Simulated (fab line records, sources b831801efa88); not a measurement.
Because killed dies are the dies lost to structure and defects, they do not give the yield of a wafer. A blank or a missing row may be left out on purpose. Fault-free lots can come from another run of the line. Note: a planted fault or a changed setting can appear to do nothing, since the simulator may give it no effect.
fab line records || flow sky130 || part 2 of 2: steps 25 to 34 of 34
[record] {"lots": 5, "wafers": 15, "last_day": 49}
route steps=708 shown LI_CONTACT@365 LOCAL_INTERCONNECT@387
lots with no fault: from the same line, run without faults
start_h: hours from the record's opening day to when the first of the lot's shown wafers began || wait_h: time in hours since the lot's previous step || " identical to the entry in the row above || L1.1+2: one row covering several wafers at once || - no value, or no start was given || * or withheld: withheld || < > ~ a bound
route shown NAME@n: NAME is a module with steps in the file, n the number in the route of the first one || usual: mean/standard deviation of fault-free wafers || same: alike in all rows || chamber/n: place in a boat || sites: each site's reading || _std_site: how widely they spread, as a standard deviation || _edge_site: mean of outer sites minus mean of inner sites || radius_mm: how far each site lies from the wafer's centre || mask NAME#n: copy n || behind: the most recent tool/chamber to have shaped the wafer || hold: what put the lot on hold/how long, in hours/how the hold closed || device: the n, p or np transistor that did not switch || end of line: the tests these same wafers got at the end of their route || step lacking rows: just its recipe || killed: not the wafer's yield, but the dies lost to structure and defects at the first sort || map: a wafer's dies, marking killed ones x, the rest . and places with no die _
set.NAME: setting as actually run; set.NAME@STEP: the setting as run at that earlier step || model.NAME: the simulator's own value behind a step, which no gauge read
a table for each step, a row for each wafer; lots at some steps of the route
services: when a tool's chamber went out of use (start_h, in hours from the record's first day, below 0 if earlier), for how many hours, and the reason
[[steps]]
[step SKY_LOCAL_INTERCONNECT_THK_MEAS_02]
[recipe] {"thk_meas_gauge": "xrf", "reads": "TiN_of_LOCAL_INTERCONNECT_SPUTTER_00"}
[usual] {"LOCAL_INTERCONNECT_TIN_THK": "99.5/1.7"}
{"lot.wafer": "L074.2", "tool": "film_metro-01", "chamber": "-", "start_h": 691.13, "wait_h": 0.1, "LOCAL_INTERCONNECT_TIN_THK[nm]": 99.6}
{"lot.wafer": "L074.4", "tool": "film_metro-01", "chamber": "-", "start_h": 691.13, "wait_h": 0.1, "LOCAL_INTERCONNECT_TIN_THK[nm]": 99.8}
{"lot.wafer": "L074.5", "tool": "film_metro-01", "chamber": "-", "start_h": 691.13, "wait_h": 0.1, "LOCAL_INTERCONNECT_TIN_THK[nm]": 99.0}
{"lot.wafer": "L076.1", "tool": "film_metro-01", "chamber": "-", "start_h": 712.42, "wait_h": 0.1, "LOCAL_INTERCONNECT_TIN_THK[nm]": 99.2}
{"lot.wafer": "L076.4", "tool": "film_metro-01", "chamber": "-", "start_h": 712.42, "wait_h": 0.1, "LOCAL_INTERCONNECT_TIN_THK[nm]": 98.7}
{"lot.wafer": "L076.6", "tool": "film_metro-01", "chamber": "-", "start_h": 712.42, "wait_h": 0.1, "LOCAL_INTERCONNECT_TIN_THK[nm]": 99.7}
{"lot.wafer": "L080.4", "tool": "film_metro-03", "chamber": "-", "start_h": 733.34, "wait_h": 0.1, "LOCAL_INTERCONNECT_TIN_THK[nm]": 97.0}
{"lot.wafer": "L080.5", "tool": "film_metro-03", "chamber": "-", "start_h": 733.34, "wait_h": 0.1, "LOCAL_INTERCONNECT_TIN_THK[nm]": 96.5}
{"lot.wafer": "L080.6", "tool": "film_metro-03", "chamber": "-", "start_h": 733.34, "wait_h": 0.1, "LOCAL_INTERCONNECT_TIN_THK[nm]": 95.9}
{"lot.wafer": "L091.1", "tool": "film_metro-03", "chamber": "-", "start_h": 811.48, "wait_h": 0.1, "LOCAL_INTERCONNECT_TIN_THK[nm]": 98.2}
{"lot.wafer": "L091.3", "tool": "film_metro-03", "chamber": "-", "start_h": 811.48, "wait_h": 0.1, "LOCAL_INTERCONNECT_TIN_THK[nm]": 96.9}
{"lot.wafer": "L091.5", "tool": "film_metro-03", "chamber": "-", "start_h": 811.48, "wait_h": 0.1, "LOCAL_INTERCONNECT_TIN_THK[nm]": 97.8}
{"lot.wafer": "L092.2", "tool": "film_metro-04", "chamber": "-", "start_h": 822.88, "wait_h": 0.1, "LOCAL_INTERCONNECT_TIN_THK[nm]": 101.0}
{"lot.wafer": "L092.4", "tool": "film_metro-04", "chamber": "-", "start_h": 822.88, "wait_h": 0.1, "LOCAL_INTERCONNECT_TIN_THK[nm]": 101.3}
{"lot.wafer": "L092.5", "tool": "film_metro-04", "chamber": "-", "start_h": 822.88, "wait_h": 0.1, "LOCAL_INTERCONNECT_TIN_THK[nm]": 100.1}
[step SKY_LOCAL_INTERCONNECT_DEHYDRATE_03]
[recipe] {"temp_c": 200, "time_s": 60}
[usual] {"resist_line_temp_C": "23.00/0.093"}
[same] {"time_s": 60}
{"lot.wafer": "L074.2", "tool": "litho_track-04", "chamber": 0, "start_h": 704.55, "wait_h": 13.4, "resist_line_temp_C": 22.96}
{"lot.wafer": "L074.4", "tool": "litho_track-04", "chamber": 0, "start_h": 704.55, "wait_h": 13.4, "resist_line_temp_C": 22.88}
{"lot.wafer": "L074.5", "tool": "litho_track-04", "chamber": 0, "start_h": 704.55, "wait_h": 13.4, "resist_line_temp_C": 22.89}
{"lot.wafer": "L076.1", "tool": "litho_track-04", "chamber": 0, "start_h": 725.77, "wait_h": 13.3, "resist_line_temp_C": 22.99}
{"lot.wafer": "L076.4", "tool": "litho_track-04", "chamber": 0, "start_h": 725.77, "wait_h": 13.3, "resist_line_temp_C": 23.01}
{"lot.wafer": "L076.6", "tool": "litho_track-04", "chamber": 0, "start_h": 725.77, "wait_h": 13.3, "resist_line_temp_C": 23.12}
{"lot.wafer": "L080.4", "tool": "litho_track-03", "chamber": 0, "start_h": 746.44, "wait_h": 13.1, "resist_line_temp_C": 23.05}
{"lot.wafer": "L080.5", "tool": "litho_track-03", "chamber": 0, "start_h": 746.44, "wait_h": 13.1, "resist_line_temp_C": 23.09}
{"lot.wafer": "L080.6", "tool": "litho_track-03", "chamber": 0, "start_h": 746.44, "wait_h": 13.1, "resist_line_temp_C": 23.03}
{"lot.wafer": "L091.1", "tool": "litho_track-02", "chamber": 0, "start_h": 823.71, "wait_h": 12.2, "resist_line_temp_C": 22.88}
{"lot.wafer": "L091.3", "tool": "litho_track-02", "chamber": 0, "start_h": 823.71, "wait_h": 12.2, "resist_line_temp_C": 23.04}
{"lot.wafer": "L091.5", "tool": "litho_track-02", "chamber": 0, "start_h": 823.71, "wait_h": 12.2, "resist_line_temp_C": 22.88}
{"lot.wafer": "L092.2", "tool": "litho_track-03", "chamber": 0, "start_h": 834.84, "wait_h": 11.9, "resist_line_temp_C": 22.89}
{"lot.wafer": "L092.4", "tool": "litho_track-03", "chamber": 0, "start_h": 834.84, "wait_h": 11.9, "resist_line_temp_C": 23.06}
{"lot.wafer": "L092.5", "tool": "litho_track-03", "chamber": 0, "start_h": 834.84, "wait_h": 11.9, "resist_line_temp_C": 22.86}
[step SKY_LOCAL_INTERCONNECT_HMDS_04]
[recipe] {"prime_time_s": 60, "prime_temp_c": 120}
[usual] {"resist_line_temp_C": "23.01/0.097"}
{"lot.wafer": "L074.2", "tool": "litho_track-04", "chamber": 0, "start_h": 704.70, "wait_h": 0.1, "resist_line_temp_C": 23.02}
{"lot.wafer": "L074.4", "tool": "litho_track-04", "chamber": 0, "start_h": 704.70, "wait_h": 0.1, "resist_line_temp_C": 23.00}
{"lot.wafer": "L074.5", "tool": "litho_track-04", "chamber": 0, "start_h": 704.70, "wait_h": 0.1, "resist_line_temp_C": 23.17}
{"lot.wafer": "L076.1", "tool": "litho_track-04", "chamber": 0, "start_h": 725.92, "wait_h": 0.1, "resist_line_temp_C": 22.94}
{"lot.wafer": "L076.4", "tool": "litho_track-04", "chamber": 0, "start_h": 725.92, "wait_h": 0.1, "resist_line_temp_C": 22.98}
{"lot.wafer": "L076.6", "tool": "litho_track-04", "chamber": 0, "start_h": 725.92, "wait_h": 0.1, "resist_line_temp_C": 22.94}
{"lot.wafer": "L080.4", "tool": "litho_track-03", "chamber": 0, "start_h": 746.59, "wait_h": 0.1, "resist_line_temp_C": 23.03}
{"lot.wafer": "L080.5", "tool": "litho_track-03", "chamber": 0, "start_h": 746.59, "wait_h": 0.1, "resist_line_temp_C": 22.89}
{"lot.wafer": "L080.6", "tool": "litho_track-03", "chamber": 0, "start_h": 746.59, "wait_h": 0.1, "resist_line_temp_C": 22.97}
{"lot.wafer": "L091.1", "tool": "litho_track-02", "chamber": 0, "start_h": 823.86, "wait_h": 0.1, "resist_line_temp_C": 23.03}
{"lot.wafer": "L091.3", "tool": "litho_track-02", "chamber": 0, "start_h": 823.86, "wait_h": 0.1, "resist_line_temp_C": 22.95}
{"lot.wafer": "L091.5", "tool": "litho_track-02", "chamber": 0, "start_h": 823.86, "wait_h": 0.1, "resist_line_temp_C": 22.75}
{"lot.wafer": "L092.2", "tool": "litho_track-03", "chamber": 0, "start_h": 834.99, "wait_h": 0.1, "resist_line_temp_C": 22.99}
{"lot.wafer": "L092.4", "tool": "litho_track-03", "chamber": 0, "start_h": 834.99, "wait_h": 0.1, "resist_line_temp_C": 23.10}
{"lot.wafer": "L092.5", "tool": "litho_track-03", "chamber": 0, "start_h": 834.99, "wait_h": 0.1, "resist_line_temp_C": 23.01}
[step SKY_LOCAL_INTERCONNECT_COAT_05]
[recipe] {"resist": "BARC", "temp_c": "withheld", "time_s": "withheld", "spin_rpm": 3000, "resist_thk_nm": 60}
[usual] {"resist_line_temp_C": "*"}
{"lot.wafer": "L074.2", "tool": "litho_track-04", "chamber": 0, "start_h": 704.85, "wait_h": 0.1, "resist_line_temp_C": "*"}
{"lot.wafer": "L074.4", "tool": "litho_track-04", "chamber": 0, "start_h": 704.85, "wait_h": 0.1, "resist_line_temp_C": "*"}
{"lot.wafer": "L074.5", "tool": "litho_track-04", "chamber": 0, "start_h": 704.85, "wait_h": 0.1, "resist_line_temp_C": "*"}
{"lot.wafer": "L076.1", "tool": "litho_track-04", "chamber": 0, "start_h": 726.07, "wait_h": 0.1, "resist_line_temp_C": "*"}
{"lot.wafer": "L076.4", "tool": "litho_track-04", "chamber": 0, "start_h": 726.07, "wait_h": 0.1, "resist_line_temp_C": "*"}
{"lot.wafer": "L076.6", "tool": "litho_track-04", "chamber": 0, "start_h": 726.07, "wait_h": 0.1, "resist_line_temp_C": "*"}
{"lot.wafer": "L080.4", "tool": "litho_track-03", "chamber": 0, "start_h": 746.74, "wait_h": 0.1, "resist_line_temp_C": "*"}
{"lot.wafer": "L080.5", "tool": "litho_track-03", "chamber": 0, "start_h": 746.74, "wait_h": 0.1, "resist_line_temp_C": "*"}
{"lot.wafer": "L080.6", "tool": "litho_track-03", "chamber": 0, "start_h": 746.74, "wait_h": 0.1, "resist_line_temp_C": "*"}
{"lot.wafer": "L091.1", "tool": "litho_track-02", "chamber": 0, "start_h": 824.01, "wait_h": 0.1, "resist_line_temp_C": "*"}
{"lot.wafer": "L091.3", "tool": "litho_track-02", "chamber": 0, "start_h": 824.01, "wait_h": 0.1, "resist_line_temp_C": "*"}
{"lot.wafer": "L091.5", "tool": "litho_track-02", "chamber": 0, "start_h": 824.01, "wait_h": 0.1, "resist_line_temp_C": "*"}
{"lot.wafer": "L092.2", "tool": "litho_track-03", "chamber": 0, "start_h": 835.14, "wait_h": 0.1, "resist_line_temp_C": "*"}
{"lot.wafer": "L092.4", "tool": "litho_track-03", "chamber": 0, "start_h": 835.14, "wait_h": 0.1, "resist_line_temp_C": "*"}
{"lot.wafer": "L092.5", "tool": "litho_track-03", "chamber": 0, "start_h": 835.14, "wait_h": 0.1, "resist_line_temp_C": "*"}
[step SKY_LOCAL_INTERCONNECT_COAT_06]
[recipe] {"resist": "KrF-thick", "spin_rpm": 3000, "resist_thk_nm": 450}
[usual] {"resist_line_temp_C": "22.98/0.11"}
{"lot.wafer": "L074.2", "tool": "litho_track-04", "chamber": 0, "start_h": "-", "wait_h": "-", "resist_line_temp_C": 23.06}
{"lot.wafer": "L074.4", "tool": "litho_track-04", "chamber": 0, "start_h": "-", "wait_h": "-", "resist_line_temp_C": 23.18}
{"lot.wafer": "L074.5", "tool": "litho_track-04", "chamber": 0, "start_h": "-", "wait_h": "-", "resist_line_temp_C": 23.12}
{"lot.wafer": "L076.1", "tool": "litho_track-04", "chamber": 0, "start_h": "-", "wait_h": "-", "resist_line_temp_C": 22.97}
{"lot.wafer": "L076.4", "tool": "litho_track-04", "chamber": 0, "start_h": "-", "wait_h": "-", "resist_line_temp_C": 22.92}
{"lot.wafer": "L076.6", "tool": "litho_track-04", "chamber": 0, "start_h": "-", "wait_h": "-", "resist_line_temp_C": 22.81}
{"lot.wafer": "L080.4", "tool": "litho_track-03", "chamber": 0, "start_h": "-", "wait_h": "-", "resist_line_temp_C": 23.11}
{"lot.wafer": "L080.5", "tool": "litho_track-03", "chamber": 0, "start_h": "-", "wait_h": "-", "resist_line_temp_C": 23.05}
{"lot.wafer": "L080.6", "tool": "litho_track-03", "chamber": 0, "start_h": "-", "wait_h": "-", "resist_line_temp_C": 23.12}
{"lot.wafer": "L091.1", "tool": "litho_track-02", "chamber": 0, "start_h": "-", "wait_h": "-", "resist_line_temp_C": 23.05}
{"lot.wafer": "L091.3", "tool": "litho_track-02", "chamber": 0, "start_h": "-", "wait_h": "-", "resist_line_temp_C": 22.90}
{"lot.wafer": "L091.5", "tool": "litho_track-02", "chamber": 0, "start_h": "-", "wait_h": "-", "resist_line_temp_C": 23.08}
{"lot.wafer": "L092.2", "tool": "litho_track-03", "chamber": 0, "start_h": "-", "wait_h": "-", "resist_line_temp_C": 23.15}
{"lot.wafer": "L092.4", "tool": "litho_track-03", "chamber": 0, "start_h": "-", "wait_h": "-", "resist_line_temp_C": 23.21}
{"lot.wafer": "L092.5", "tool": "litho_track-03", "chamber": 0, "start_h": "-", "wait_h": "-", "resist_line_temp_C": 23.25}
[step SKY_LOCAL_INTERCONNECT_SOFTBAKE_07]
[recipe] {"temp_c": 100, "time_s": 90, "resist": "KrF-thick"}
[usual] {"resist_line_temp_C": "23.00/0.1"}
[same] {"time_s": 90}
{"lot.wafer": "L074.2", "tool": "litho_track-04", "chamber": 0, "start_h": "-", "wait_h": "-", "resist_line_temp_C": 22.99}
{"lot.wafer": "L074.4", "tool": "litho_track-04", "chamber": 0, "start_h": "-", "wait_h": "-", "resist_line_temp_C": 23.11}
{"lot.wafer": "L074.5", "tool": "litho_track-04", "chamber": 0, "start_h": "-", "wait_h": "-", "resist_line_temp_C": 22.94}
{"lot.wafer": "L076.1", "tool": "litho_track-04", "chamber": 0, "start_h": "-", "wait_h": "-", "resist_line_temp_C": 23.08}
{"lot.wafer": "L076.4", "tool": "litho_track-04", "chamber": 0, "start_h": "-", "wait_h": "-", "resist_line_temp_C": 23.09}
{"lot.wafer": "L076.6", "tool": "litho_track-04", "chamber": 0, "start_h": "-", "wait_h": "-", "resist_line_temp_C": 22.97}
{"lot.wafer": "L080.4", "tool": "litho_track-03", "chamber": 0, "start_h": "-", "wait_h": "-", "resist_line_temp_C": 22.93}
{"lot.wafer": "L080.5", "tool": "litho_track-03", "chamber": 0, "start_h": "-", "wait_h": "-", "resist_line_temp_C": 22.88}
{"lot.wafer": "L080.6", "tool": "litho_track-03", "chamber": 0, "start_h": "-", "wait_h": "-", "resist_line_temp_C": 23.11}
{"lot.wafer": "L091.1", "tool": "litho_track-02", "chamber": 0, "start_h": "-", "wait_h": "-", "resist_line_temp_C": 22.99}
{"lot.wafer": "L091.3", "tool": "litho_track-02", "chamber": 0, "start_h": "-", "wait_h": "-", "resist_line_temp_C": 22.95}
{"lot.wafer": "L091.5", "tool": "litho_track-02", "chamber": 0, "start_h": "-", "wait_h": "-", "resist_line_temp_C": 22.92}
{"lot.wafer": "L092.2", "tool": "litho_track-03", "chamber": 0, "start_h": "-", "wait_h": "-", "resist_line_temp_C": 23.11}
{"lot.wafer": "L092.4", "tool": "litho_track-03", "chamber": 0, "start_h": "-", "wait_h": "-", "resist_line_temp_C": 22.92}
{"lot.wafer": "L092.5", "tool": "litho_track-03", "chamber": 0, "start_h": "-", "wait_h": "-", "resist_line_temp_C": 23.07}
[step SKY_LOCAL_INTERCONNECT_EXPOSE_08]
[recipe] {"mask_id": "LI1M", "na": 0.8, "source_shape": "annular", "sigma_inner": 0.55, "sigma_outer": 0.85, "target_cd_nm": 170, "dose_mj": 28}
[usual] {"exposure_dose_mJ_cm2": "27.96/0.034", "focus_offset_nm": "0.0/0.52"}
{"lot.wafer": "L074.2", "tool": "krf_scanner-02", "chamber": 0, "start_h": "-", "wait_h": "-", "mask": "LI1M#0", "exposure_dose_mJ_cm2": 28.01, "focus_offset_nm": 0.3}
{"lot.wafer": "L074.4", "tool": "krf_scanner-02", "chamber": 0, "start_h": "-", "wait_h": "-", "mask": "LI1M#0", "exposure_dose_mJ_cm2": 27.96, "focus_offset_nm": -0.2}
{"lot.wafer": "L074.5", "tool": "krf_scanner-02", "chamber": 0, "start_h": "-", "wait_h": "-", "mask": "LI1M#0", "exposure_dose_mJ_cm2": 27.95, "focus_offset_nm": 0.3}
{"lot.wafer": "L076.1", "tool": "krf_scanner-01", "chamber": 0, "start_h": "-", "wait_h": "-", "mask": "LI1M#0", "exposure_dose_mJ_cm2": 28.00, "focus_offset_nm": 0.3}
{"lot.wafer": "L076.4", "tool": "krf_scanner-01", "chamber": 0, "start_h": "-", "wait_h": "-", "mask": "LI1M#0", "exposure_dose_mJ_cm2": 28.07, "focus_offset_nm": -0.3}
{"lot.wafer": "L076.6", "tool": "krf_scanner-01", "chamber": 0, "start_h": "-", "wait_h": "-", "mask": "LI1M#0", "exposure_dose_mJ_cm2": 28.00, "focus_offset_nm": -0.3}
{"lot.wafer": "L080.4", "tool": "krf_scanner-02", "chamber": 0, "start_h": "-", "wait_h": "-", "mask": "LI1M#0", "exposure_dose_mJ_cm2": 27.96, "focus_offset_nm": 0.8}
{"lot.wafer": "L080.5", "tool": "krf_scanner-02", "chamber": 0, "start_h": "-", "wait_h": "-", "mask": "LI1M#0", "exposure_dose_mJ_cm2": 27.93, "focus_offset_nm": 0.2}
{"lot.wafer": "L080.6", "tool": "krf_scanner-02", "chamber": 0, "start_h": "-", "wait_h": "-", "mask": "LI1M#0", "exposure_dose_mJ_cm2": 27.96, "focus_offset_nm": 0.5}
{"lot.wafer": "L091.1", "tool": "krf_scanner-01", "chamber": 0, "start_h": "-", "wait_h": "-", "mask": "LI1M#0", "exposure_dose_mJ_cm2": 27.97, "focus_offset_nm": -0.3}
{"lot.wafer": "L091.3", "tool": "krf_scanner-01", "chamber": 0, "start_h": "-", "wait_h": "-", "mask": "LI1M#0", "exposure_dose_mJ_cm2": 27.94, "focus_offset_nm": 0.3}
{"lot.wafer": "L091.5", "tool": "krf_scanner-01", "chamber": 0, "start_h": "-", "wait_h": "-", "mask": "LI1M#0", "exposure_dose_mJ_cm2": 27.98, "focus_offset_nm": 0.2}
{"lot.wafer": "L092.2", "tool": "krf_scanner-02", "chamber": 0, "start_h": "-", "wait_h": "-", "mask": "LI1M#0", "exposure_dose_mJ_cm2": 27.92, "focus_offset_nm": 0.2}
{"lot.wafer": "L092.4", "tool": "krf_scanner-02", "chamber": 0, "start_h": "-", "wait_h": "-", "mask": "LI1M#0", "exposure_dose_mJ_cm2": 27.90, "focus_offset_nm": -0.1}
{"lot.wafer": "L092.5", "tool": "krf_scanner-02", "chamber": 0, "start_h": "-", "wait_h": "-", "mask": "LI1M#0", "exposure_dose_mJ_cm2": 27.93, "focus_offset_nm": -0.4}
[step SKY_LOCAL_INTERCONNECT_PEB_09]
[recipe] {"peb_temp_c": "withheld", "peb_time_s": "withheld", "resist": "KrF-thick"}
[usual] {"resist_line_temp_C": "*"}
{"lot.wafer": "L074.2", "tool": "litho_track-02", "chamber": 0, "start_h": "-", "wait_h": "-", "resist_line_temp_C": "*"}
{"lot.wafer": "L074.4", "tool": "litho_track-02", "chamber": 0, "start_h": "-", "wait_h": "-", "resist_line_temp_C": "*"}
{"lot.wafer": "L074.5", "tool": "litho_track-02", "chamber": 0, "start_h": "-", "wait_h": "-", "resist_line_temp_C": "*"}
{"lot.wafer": "L076.1", "tool": "litho_track-02", "chamber": 0, "start_h": "-", "wait_h": "-", "resist_line_temp_C": "*"}
{"lot.wafer": "L076.4", "tool": "litho_track-02", "chamber": 0, "start_h": "-", "wait_h": "-", "resist_line_temp_C": "*"}
{"lot.wafer": "L076.6", "tool": "litho_track-02", "chamber": 0, "start_h": "-", "wait_h": "-", "resist_line_temp_C": "*"}
{"lot.wafer": "L080.4", "tool": "litho_track-03", "chamber": 0, "start_h": "-", "wait_h": "-", "resist_line_temp_C": "*"}
{"lot.wafer": "L080.5", "tool": "litho_track-03", "chamber": 0, "start_h": "-", "wait_h": "-", "resist_line_temp_C": "*"}
{"lot.wafer": "L080.6", "tool": "litho_track-03", "chamber": 0, "start_h": "-", "wait_h": "-", "resist_line_temp_C": "*"}
{"lot.wafer": "L091.1", "tool": "litho_track-04", "chamber": 0, "start_h": "-", "wait_h": "-", "resist_line_temp_C": "*"}
{"lot.wafer": "L091.3", "tool": "litho_track-04", "chamber": 0, "start_h": "-", "wait_h": "-", "resist_line_temp_C": "*"}
{"lot.wafer": "L091.5", "tool": "litho_track-04", "chamber": 0, "start_h": "-", "wait_h": "-", "resist_line_temp_C": "*"}
{"lot.wafer": "L092.2", "tool": "litho_track-02", "chamber": 0, "start_h": "-", "wait_h": "-", "resist_line_temp_C": "*"}
{"lot.wafer": "L092.4", "tool": "litho_track-02", "chamber": 0, "start_h": "-", "wait_h": "-", "resist_line_temp_C": "*"}
{"lot.wafer": "L092.5", "tool": "litho_track-02", "chamber": 0, "start_h": "-", "wait_h": "-", "resist_line_temp_C": "*"}
[step SKY_LOCAL_INTERCONNECT_DEVELOP_10]
[recipe] {"develop_time_s": 60, "resist": "KrF-thick", "dev_temp_c": 21}
[usual] {"resist_line_temp_C": "22.98/0.099"}
{"lot.wafer": "L074.2", "tool": "litho_track-02", "chamber": 0, "start_h": "-", "wait_h": "-", "resist_line_temp_C": 23.06}
{"lot.wafer": "L074.4", "tool": "litho_track-02", "chamber": 0, "start_h": "-", "wait_h": "-", "resist_line_temp_C": 23.06}
{"lot.wafer": "L074.5", "tool": "litho_track-02", "chamber": 0, "start_h": "-", "wait_h": "-", "resist_line_temp_C": 23.00}
{"lot.wafer": "L076.1", "tool": "litho_track-02", "chamber": 0, "start_h": "-", "wait_h": "-", "resist_line_temp_C": 22.88}
{"lot.wafer": "L076.4", "tool": "litho_track-02", "chamber": 0, "start_h": "-", "wait_h": "-", "resist_line_temp_C": 22.93}
{"lot.wafer": "L076.6", "tool": "litho_track-02", "chamber": 0, "start_h": "-", "wait_h": "-", "resist_line_temp_C": 22.89}
{"lot.wafer": "L080.4", "tool": "litho_track-03", "chamber": 0, "start_h": "-", "wait_h": "-", "resist_line_temp_C": 23.04}
{"lot.wafer": "L080.5", "tool": "litho_track-03", "chamber": 0, "start_h": "-", "wait_h": "-", "resist_line_temp_C": 23.02}
{"lot.wafer": "L080.6", "tool": "litho_track-03", "chamber": 0, "start_h": "-", "wait_h": "-", "resist_line_temp_C": 23.00}
{"lot.wafer": "L091.1", "tool": "litho_track-04", "chamber": 0, "start_h": "-", "wait_h": "-", "resist_line_temp_C": 23.06}
{"lot.wafer": "L091.3", "tool": "litho_track-04", "chamber": 0, "start_h": "-", "wait_h": "-", "resist_line_temp_C": 22.97}
{"lot.wafer": "L091.5", "tool": "litho_track-04", "chamber": 0, "start_h": "-", "wait_h": "-", "resist_line_temp_C": 23.07}
{"lot.wafer": "L092.2", "tool": "litho_track-02", "chamber": 0, "start_h": "-", "wait_h": "-", "resist_line_temp_C": 22.94}
{"lot.wafer": "L092.4", "tool": "litho_track-02", "chamber": 0, "start_h": "-", "wait_h": "-", "resist_line_temp_C": 23.14}
{"lot.wafer": "L092.5", "tool": "litho_track-02", "chamber": 0, "start_h": "-", "wait_h": "-", "resist_line_temp_C": 22.95}
[step SKY_LOCAL_INTERCONNECT_CD_MEAS_11]
[recipe] {"target_cd_nm": 170}
[usual] {"cd_nm": "169.7/1.6"}
{"lot.wafer": "L074.2", "tool": "cd_sem-02", "chamber": "-", "start_h": 718.87, "wait_h": "-", "cd_nm": 167.3}
{"lot.wafer": "L074.4", "tool": "cd_sem-02", "chamber": "-", "start_h": 718.87, "wait_h": "-", "cd_nm": 168.3}
{"lot.wafer": "L074.5", "tool": "cd_sem-02", "chamber": "-", "start_h": 718.87, "wait_h": "-", "cd_nm": 168.5}
{"lot.wafer": "L076.1", "tool": "cd_sem-01", "chamber": "-", "start_h": 739.85, "wait_h": "-", "cd_nm": 168.7}
{"lot.wafer": "L076.4", "tool": "cd_sem-01", "chamber": "-", "start_h": 739.85, "wait_h": "-", "cd_nm": 168.9}
{"lot.wafer": "L076.6", "tool": "cd_sem-01", "chamber": "-", "start_h": 739.85, "wait_h": "-", "cd_nm": 168.3}
{"lot.wafer": "L080.4", "tool": "cd_sem-01", "chamber": "-", "start_h": 760.87, "wait_h": "-", "cd_nm": 166.9}
{"lot.wafer": "L080.5", "tool": "cd_sem-01", "chamber": "-", "start_h": 760.87, "wait_h": "-", "cd_nm": 166.6}
{"lot.wafer": "L080.6", "tool": "cd_sem-01", "chamber": "-", "start_h": 760.87, "wait_h": "-", "cd_nm": 166.8}
{"lot.wafer": "L091.1", "tool": "cd_sem-01", "chamber": "-", "start_h": 837.52, "wait_h": "-", "cd_nm": 170.1}
{"lot.wafer": "L091.3", "tool": "cd_sem-01", "chamber": "-", "start_h": 837.52, "wait_h": "-", "cd_nm": 172.3}
{"lot.wafer": "L091.5", "tool": "cd_sem-01", "chamber": "-", "start_h": 837.52, "wait_h": "-", "cd_nm": 169.9}
{"lot.wafer": "L092.2", "tool": "cd_sem-01", "chamber": "-", "start_h": 849.43, "wait_h": "-", "cd_nm": 169.8}
{"lot.wafer": "L092.4", "tool": "cd_sem-01", "chamber": "-", "start_h": 849.43, "wait_h": "-", "cd_nm": 169.5}
{"lot.wafer": "L092.5", "tool": "cd_sem-01", "chamber": "-", "start_h": 849.43, "wait_h": "-", "cd_nm": 169.2}
[[services]]
{"tool": "krf_scanner-01", "chamber": "-", "start_h": 667.32, "hours": 1.0, "kind": "pm"}
{"tool": "krf_scanner-01", "chamber": "-", "start_h": 669.09, "hours": 7.0, "kind": "repair"}
{"tool": "cvd_w-02", "chamber": "-", "start_h": 672.82, "hours": 6.9, "kind": "pm"}
{"tool": "rie_diel-02", "chamber": 2, "start_h": 676.58, "hours": 5.3, "kind": "repair"}
{"tool": "krf_scanner-02", "chamber": "-", "start_h": 679.52, "hours": 1.0, "kind": "pm"}
{"tool": "krf_scanner-02", "chamber": "-", "start_h": 681.22, "hours": 1.3, "kind": "pm"}
{"tool": "cvd_w-02", "chamber": 1, "start_h": 681.75, "hours": 4.5, "kind": "repair"}
{"tool": "rie_diel-02", "chamber": "-", "start_h": 682.94, "hours": 0.3, "kind": "repair"}
{"tool": "rie_diel-02", "chamber": 0, "start_h": 684.18, "hours": 5.1, "kind": "repair"}
{"tool": "krf_scanner-02", "chamber": "-", "start_h": 686.99, "hours": 2.7, "kind": "repair"}
{"tool": "pvd_sputter-01", "chamber": "-", "start_h": 688.59, "hours": 3.5, "kind": "repair"}
{"tool": "rie_diel-02", "chamber": 0, "start_h": 689.32, "hours": 5.4, "kind": "repair"}
{"tool": "rie_diel-02", "chamber": 3, "start_h": 761.87, "hours": 1.3, "kind": "repair"}
{"tool": "pvd_sputter-04", "chamber": "-", "start_h": 762.72, "hours": 0.9, "kind": "repair"}
{"tool": "krf_scanner-01", "chamber": "-", "start_h": 764.25, "hours": 4.4, "kind": "pm"}
{"tool": "krf_scanner-02", "chamber": "-", "start_h": 777.37, "hours": 0.8, "kind": "pm"}
{"tool": "krf_scanner-02", "chamber": "-", "start_h": 778.99, "hours": 1.4, "kind": "repair"}
{"tool": "krf_scanner-01", "chamber": "-", "start_h": 785.13, "hours": 0.8, "kind": "pm"}
{"tool": "krf_scanner-01", "chamber": "-", "start_h": 790.53, "hours": 0.7, "kind": "repair"}
{"tool": "krf_scanner-01", "chamber": "-", "start_h": 792.20, "hours": 3.6, "kind": "pm"}
{"tool": "rie_diel-02", "chamber": 2, "start_h": 794.00, "hours": 6.2, "kind": "repair"}
{"tool": "krf_scanner-01", "chamber": "-", "start_h": 796.67, "hours": 5.9, "kind": "repair"}
{"tool": "cmp-01", "chamber": "-", "start_h": 804.57, "hours": 1.5, "kind": "repair"}
{"tool": "krf_scanner-02", "chamber": "-", "start_h": 843.87, "hours": 15.7, "kind": "repair"}
